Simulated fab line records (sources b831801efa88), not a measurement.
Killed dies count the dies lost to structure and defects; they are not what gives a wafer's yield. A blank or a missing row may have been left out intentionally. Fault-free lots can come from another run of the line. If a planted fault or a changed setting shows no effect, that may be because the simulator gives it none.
fab line records -- flow sky130
record: lots: 11, wafers: 33, lastDay: 50
route steps=708 shown METAL3@533 CAPM@537
lots untouched by any fault: they come from a run of this same line in which no faults occurred
startH: hours from the record's first day to the start of the lot's first wafer shown -- waitH: hours from the lot's prior step to this one -- " the same as in the row above -- L1.1+2: a single row standing in for several wafers -- - either no value or no given start -- * or withheld: withheld -- < > ~ a bound
route shown NAME@n: names a module that has steps shown in the file, with the first one's number in the route -- usual: mean/standard deviation of fault-free wafers -- same: alike in all rows -- chamber/n: place in a boat -- sites: per-site readings -- _std_site: their standard deviation -- _edge_site: outer sites' mean less inner sites' -- radiusMm: how far each site lies from the wafer's centre -- mask NAME#n: copy n -- behind: tool/chamber where the wafer was last shaped -- hold: cause of the lot's hold/its duration in hours/its outcome -- device: whichever transistor did not switch (one of n, p or np) -- end of line: the same wafers' tests at the end of the route -- a step with no rows: only its recipe -- killed: dies that structure and defects cost at the first sort, which is not the same as the wafer's yield -- map: a wafer's dies, marking killed ones x, the rest . and places with no die _
set.NAME: the setting as run; set.NAME@STEP: as run at that earlier step -- model.NAME: the simulator's own value behind a step, which no gauge read
steps of the route over a sample of lots; a table a step, a row a wafer
services: from which hour (startH, from the record's first day; less than 0 if before it) a tool's chamber was out of use, for how many hours, and why
== steps ==
step: SKY_METAL3_SPUTTER_01
recipe: material: TiN, targetThkNm: 20, powerW: 6500, timeS: 16.7, chamberPressurePa: 0.4
usual: throttleValvePct: 29.9/1.1
lot.wafer,tool,chamber,startH,waitH,throttleValvePct
L978.2,pvdSputter-02,-,840.71,0.0,31.3
L978.3,pvdSputter-02,-,840.71,0.0,27.7
L978.6,pvdSputter-02,-,840.71,0.0,30.5
L980.1,pvdSputter-02,-,859.94,0.0,29.1
L980.4,pvdSputter-02,-,859.94,0.0,30.8
L980.5,pvdSputter-02,-,859.94,0.0,28.1
L981.4,pvdSputter-02,-,874.81,0.0,31.2
L981.5,pvdSputter-02,-,874.81,0.0,30.6
L981.6,pvdSputter-02,-,874.81,0.0,31.5
L984.1,pvdSputter-02,-,887.50,0.0,29.3
L984.3,pvdSputter-02,-,887.50,0.0,27.6
L984.6,pvdSputter-02,-,887.50,0.0,31.7
L988.4,pvdSputter-01,-,927.63,0.0,27.6
L988.5,pvdSputter-01,-,927.63,0.0,27.7
L988.6,pvdSputter-01,-,927.63,0.0,30.2
L990.3,pvdSputter-04,-,939.84,0.0,30.2
L990.5,pvdSputter-04,-,939.84,0.0,29.7
L990.6,pvdSputter-04,-,939.84,0.0,30.4
L993.1,pvdSputter-02,-,955.92,0.0,29.3
L993.5,pvdSputter-02,-,955.92,0.0,30.4
L993.6,pvdSputter-02,-,955.92,0.0,29.5
L997.1,pvdSputter-04,-,983.18,0.0,29.7
L997.2,pvdSputter-04,-,983.18,0.0,30.5
L997.3,pvdSputter-04,-,983.18,0.0,30.6
L998.4,pvdSputter-04,-,995.01,0.0,30.5
L998.5,pvdSputter-04,-,995.01,0.0,29.7
L998.6,pvdSputter-04,-,995.01,0.0,30.5
L999.3,pvdSputter-04,-,996.79,0.0,30.6
L999.5,pvdSputter-04,-,996.79,0.0,30.4
L999.6,pvdSputter-04,-,996.79,0.0,29.7
L100.2,pvdSputter-04,-,1012.08,0.0,30.5
L100.4,pvdSputter-04,-,1012.08,0.0,29.8
L100.5,pvdSputter-04,-,1012.08,0.0,30.6
step: SKY_CAPM_CVD_00
recipe: material: SiO2, targetThkNm: 15.5, tempC: 400, timeS: withheld, rfW: 450
usual: heaterPowerW: 725/84, susceptorTempC: 400.02/0.22
lot.wafer,tool,chamber,startH,waitH,heaterPowerW,susceptorTempC
L978.2,pecvd-02,2,840.84,0.0,640,399.84
L978.3,pecvd-02,0,840.84,0.0,851,400.00
L978.6,pecvd-02,0,840.84,0.0,848,399.85
L980.1,pecvd-04,0,860.07,0.0,717,399.89
L980.4,pecvd-04,0,860.07,0.0,716,399.71
L980.5,pecvd-04,2,860.07,0.0,624,400.48
L981.4,pecvd-02,1,874.95,0.0,776,399.80
L981.5,pecvd-02,2,874.95,0.0,647,399.86
L981.6,pecvd-02,0,874.95,0.0,800,400.14
L984.1,pecvd-04,2,887.63,0.0,712,399.34
L984.3,pecvd-04,0,887.63,0.0,825,399.88
L984.6,pecvd-04,1,887.63,0.0,852,399.76
L988.4,pecvd-02,0,927.77,0.0,738,400.23
L988.5,pecvd-02,2,927.77,0.0,642,400.38
L988.6,pecvd-02,1,927.77,0.0,620,399.94
L990.3,pecvd-03,1,939.97,0.0,677,399.87
L990.5,pecvd-03,0,939.97,0.0,641,399.77
L990.6,pecvd-03,2,939.97,0.0,649,399.99
L993.1,pecvd-04,1,956.05,0.0,779,400.12
L993.5,pecvd-04,1,956.05,0.0,770,399.59
L993.6,pecvd-04,0,956.05,0.0,857,399.99
L997.1,pecvd-04,2,983.32,0.0,740,399.80
L997.2,pecvd-04,0,983.32,0.0,689,400.08
L997.3,pecvd-04,1,983.32,0.0,882,400.18
L998.4,pecvd-04,1,995.15,0.0,837,399.99
L998.5,pecvd-04,2,995.15,0.0,721,399.93
L998.6,pecvd-04,0,995.15,0.0,696,400.12
L999.3,pecvd-02,0,996.93,0.0,808,399.82
L999.5,pecvd-02,0,996.93,0.0,814,400.13
L999.6,pecvd-02,2,996.93,0.0,728,400.20
L100.2,pecvd-03,0,1012.21,0.0,688,400.13
L100.4,pecvd-03,0,1012.21,0.0,677,400.35
L100.5,pecvd-03,2,1012.21,0.0,559,399.90
step: SKY_METAL3_COAT_08
recipe: resist: KrF-thick, spinRpm: 3000, resistThkNm: 1140
usual: resistLineTempC: 22.99/0.11, spinSpeedRpm: 3000.2/1.7
lot.wafer,tool,chamber,startH,waitH,resistLineTempC,spinSpeedRpm
L978.2,lithoTrack-04,0,881,-,23.06,2999.2
L978.3,lithoTrack-04,0,881,-,23.02,3001.3
L978.6,lithoTrack-04,0,881,-,23.09,3003.0
L980.1,lithoTrack-03,0,898,-,22.94,3000.2
L980.4,lithoTrack-03,0,898,-,23.12,2999.3
L980.5,lithoTrack-03,0,898,-,23.13,2999.4
L981.4,lithoTrack-04,0,913,-,22.77,2999.4
L981.5,lithoTrack-04,0,913,-,22.97,3000.9
L981.6,lithoTrack-04,0,913,-,22.75,3000.0
L984.1,lithoTrack-04,0,925,-,23.06,2999.3
L984.3,lithoTrack-04,0,925,-,22.98,2995.8
L984.6,lithoTrack-04,0,925,-,23.15,3000.0
L988.4,lithoTrack-02,0,964,-,22.89,3003.0
L988.5,lithoTrack-02,0,964,-,23.08,3002.9
L988.6,lithoTrack-02,0,964,-,23.11,2999.4
L990.3,lithoTrack-04,0,976,-,22.94,3002.0
L990.5,lithoTrack-04,0,976,-,23.04,3000.4
L990.6,lithoTrack-04,0,976,-,23.03,3001.9
L993.1,lithoTrack-02,0,992,-,22.94,2998.3
L993.5,lithoTrack-02,0,992,-,22.93,3000.1
L993.6,lithoTrack-02,0,992,-,23.07,3004.4
L997.1,lithoTrack-02,0,1018,-,22.95,2731.6
L997.2,lithoTrack-02,0,1018,-,23.04,2734.1
L997.3,lithoTrack-02,0,1018,-,23.04,2731.7
L998.4,lithoTrack-02,0,1030,-,23.00,2737.2
L998.5,lithoTrack-02,0,1030,-,22.91,2736.6
L998.6,lithoTrack-02,0,1030,-,22.92,2736.3
L999.3,lithoTrack-04,0,1032,-,23.04,3002.3
L999.5,lithoTrack-04,0,1032,-,23.10,2998.7
L999.6,lithoTrack-04,0,1032,-,22.97,3002.4
L100.2,lithoTrack-04,0,1046,-,22.88,3000.6
L100.4,lithoTrack-04,0,1046,-,23.03,3000.0
L100.5,lithoTrack-04,0,1046,-,23.13,2999.9
step: SKY_METAL3_ETCH_17
recipe: target: SiO2, stopOn: TiN, chemistry: C4F8/O2/Ar, sourceW: 1500, biasW: 1200, pressureMtorr: 40, c4f8FlowSccm: withheld, O2_flow_sccm: 6, Ar_flow_sccm: 300, timeS: 3.9, targetDepthA: 150
usual: oesProductAu: 0.755/0.0067
lot.wafer,tool,chamber,startH,waitH,oesProductAu,rfHoursCounterH
L978.2,rieDiel-01,3,893.96,0.1,0.760,4
L978.3,rieDiel-01,0,893.96,0.1,0.759,6
L978.6,rieDiel-01,3,893.96,0.1,0.759,-
L980.1,rieDiel-01,3,911.08,0.1,0.752,4
L980.4,rieDiel-01,2,911.08,0.1,0.761,10
L980.5,rieDiel-01,1,911.08,0.1,0.757,-
L981.4,rieDiel-02,3,926.72,0.0,0.754,1
L981.5,rieDiel-02,3,926.72,0.0,0.759,-
L981.6,rieDiel-02,0,926.72,0.0,0.755,-
L984.1,rieDiel-01,1,938.37,0.1,0.756,8
L984.3,rieDiel-01,2,938.37,0.1,0.764,11
L984.6,rieDiel-01,2,938.37,0.1,0.758,-
L988.4,rieDiel-01,3,976.68,0.0,0.751,6
L988.5,rieDiel-01,1,976.68,0.0,0.740,-
L988.6,rieDiel-01,2,976.68,0.0,0.747,-
L990.3,rieDiel-01,3,989.07,0.0,0.757,7
L990.5,rieDiel-01,1,989.07,0.0,0.750,-
L990.6,rieDiel-01,0,989.07,0.0,0.762,-
L993.1,rieDiel-02,2,1004.57,0.1,0.758,24
L993.5,rieDiel-02,2,1004.57,0.1,0.759,-
L993.6,rieDiel-02,3,1004.57,0.1,0.757,-
L997.1,rieDiel-02,3,1030.62,0.1,0.750,5
L997.2,rieDiel-02,1,1030.62,0.1,0.757,21
L997.3,rieDiel-02,2,1030.62,0.1,0.749,25
L998.4,rieDiel-03,3,1042.43,0.0,0.752,3
L998.5,rieDiel-03,0,1042.43,0.0,0.757,-
L998.6,rieDiel-03,3,1042.43,0.0,0.762,-
L999.3,rieDiel-02,2,1043.63,0.0,0.759,25
L999.5,rieDiel-02,3,1043.63,0.0,0.763,-
L999.6,rieDiel-02,0,1043.63,0.0,0.757,-
L100.2,rieDiel-02,3,1058.13,0.1,0.747,5
L100.4,rieDiel-02,2,1058.13,0.1,0.749,26
L100.5,rieDiel-02,2,1058.13,0.1,0.746,-
step: SKY_METAL3_STRIP_19
recipe: chemistry: O2/N2, powerW: 1400, pressureMtorr: 1500, platenTempC: withheld, o2FlowSccm: 3000, n2FlowSccm: 300, overashFraction: 0.5
usual: drypumpMotorCurrentA: 5.8/0.4, oesProductAu: 0.500/0.0051, stripTimeToEndpointS: 6.50/0.054
lot.wafer,tool,chamber,startH,waitH,drypumpMotorCurrentA,oesProductAu,rfHoursCounterH,stripTimeToEndpointS
L978.2,plasmaAsher-04,0,894.16,0.1,5.6,0.493,107,6.45
L978.3,plasmaAsher-04,0,894.16,0.1,5.6,0.499,-,6.55
L978.6,plasmaAsher-04,1,894.16,0.1,6.4,0.501,-,6.49
L980.1,plasmaAsher-04,1,911.28,0.1,6.3,0.503,108,6.46
L980.4,plasmaAsher-04,0,911.28,0.1,5.6,0.495,-,6.49
L980.5,plasmaAsher-04,0,911.28,0.1,5.6,0.503,-,6.52
L981.4,plasmaAsher-04,0,926.94,0.1,5.6,0.498,-,6.50
L981.5,plasmaAsher-04,1,926.94,0.1,6.3,0.491,-,6.55
L981.6,plasmaAsher-04,0,926.94,0.1,5.6,0.502,-,6.50
L984.1,plasmaAsher-02,1,938.56,0.1,6.2,0.495,82,6.51
L984.3,plasmaAsher-02,0,938.56,0.1,5.3,0.505,-,6.44
L984.6,plasmaAsher-02,1,938.56,0.1,6.1,0.497,-,6.51
L988.4,plasmaAsher-04,1,976.91,0.1,6.3,0.508,-,6.56
L988.5,plasmaAsher-04,1,976.91,0.1,6.4,0.495,-,6.53
L988.6,plasmaAsher-04,0,976.91,0.1,5.6,0.502,-,6.52
L990.3,plasmaAsher-04,1,989.30,0.1,6.3,0.497,-,6.44
L990.5,plasmaAsher-04,0,989.30,0.1,5.6,0.500,-,6.46
L990.6,plasmaAsher-04,1,989.30,0.1,6.3,0.496,-,6.51
L993.1,plasmaAsher-02,1,1004.94,0.3,6.2,0.504,88,6.56
L993.5,plasmaAsher-02,0,1004.94,0.3,5.3,0.502,-,6.58
L993.6,plasmaAsher-02,1,1004.94,0.3,6.1,0.503,-,6.55
L997.1,plasmaAsher-04,1,1030.81,0.1,6.4,0.527,120,7.05
L997.2,plasmaAsher-04,0,1030.81,0.1,5.6,0.524,120,7.04
L997.3,plasmaAsher-04,0,1030.81,0.1,5.6,0.521,-,7.05
L998.4,plasmaAsher-01,1,1042.66,0.1,5.5,0.530,-,7.09
L998.5,plasmaAsher-01,1,1042.66,0.1,5.5,0.518,-,6.97
L998.6,plasmaAsher-01,0,1042.66,0.1,5.4,0.522,-,7.06
L999.3,plasmaAsher-04,0,1043.86,0.1,5.6,0.497,-,6.52
L999.5,plasmaAsher-04,0,1043.86,0.1,5.6,0.500,-,6.55
L999.6,plasmaAsher-04,1,1043.86,0.1,6.3,0.505,-,6.52
L100.2,plasmaAsher-01,1,1058.32,0.1,5.5,0.506,61,6.46
L100.4,plasmaAsher-01,0,1058.32,0.1,5.4,0.498,-,6.46
L100.5,plasmaAsher-01,1,1058.32,0.1,5.5,0.495,-,6.50
== services ==
tool,chamber,startH,hours,kind
pvdSputter-04,-,822.61,7.9,repair
rieDiel-01,0,824.43,1.8,repair
pecvd-04,-,827.61,5.5,pm
pecvd-03,-,829.62,1.0,repair
rieDiel-03,3,851.24,16.1,repair
pecvd-02,1,860.66,5.8,repair
plasmaAsher-04,-,862.17,14.6,pm
pecvd-02,-,878.69,4.3,pm
pvdSputter-04,-,883.94,1.9,repair
pvdSputter-02,-,903.76,0.9,repair
rieDiel-02,-,913.00,2.0,repair
rieDiel-01,0,923.02,3.5,repair
rieDiel-02,3,923.13,2.5,repair
rieDiel-01,0,947.70,8.1,repair
pecvd-04,-,978.00,0.7,repair
rieDiel-01,-,1004.02,4.3,pm
rieDiel-01,2,1010.81,6.0,repair
plasmaAsher-04,-,1018.18,0.6,repair
pvdSputter-02,-,1018.58,2.1,repair
rieDiel-02,1,1025.53,4.1,repair
rieDiel-02,3,1030.77,10.8,repair
rieDiel-01,1,1043.32,29.9,repair
plasmaAsher-01,-,1044.02,2.3,repair
plasmaAsher-04,-,1055.25,9.0,pm
== key ==
firstSign: step: SKY_METAL3_COAT_08, reading: spinSpeedRpm, direction: down, sigmas: 99+, usual: 3000.2, struck: 2734.6
effect: step: SKY_METAL3_STRIP_19, reading: stripTimeToEndpointS, direction: up, sigmas: 10, usual: *, struck: *
metAt SKY_METAL3_COAT_08
struckLots L997,L998
notActingAt SKY_METAL3_SPUTTER_01,SKY_CAPM_CVD_00,SKY_METAL3_ETCH_17
onsetBetween 992 1018
fault: kind: processParameterDrift, tool: lithoTrack-02, chamber: -, onsetH: 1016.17, steps: SKY_METAL3_COAT_08, channel: spinRpm, offset: -266.76, shape: step, endH: 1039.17, actsIn: theseRecipesOnly, stated: 3000
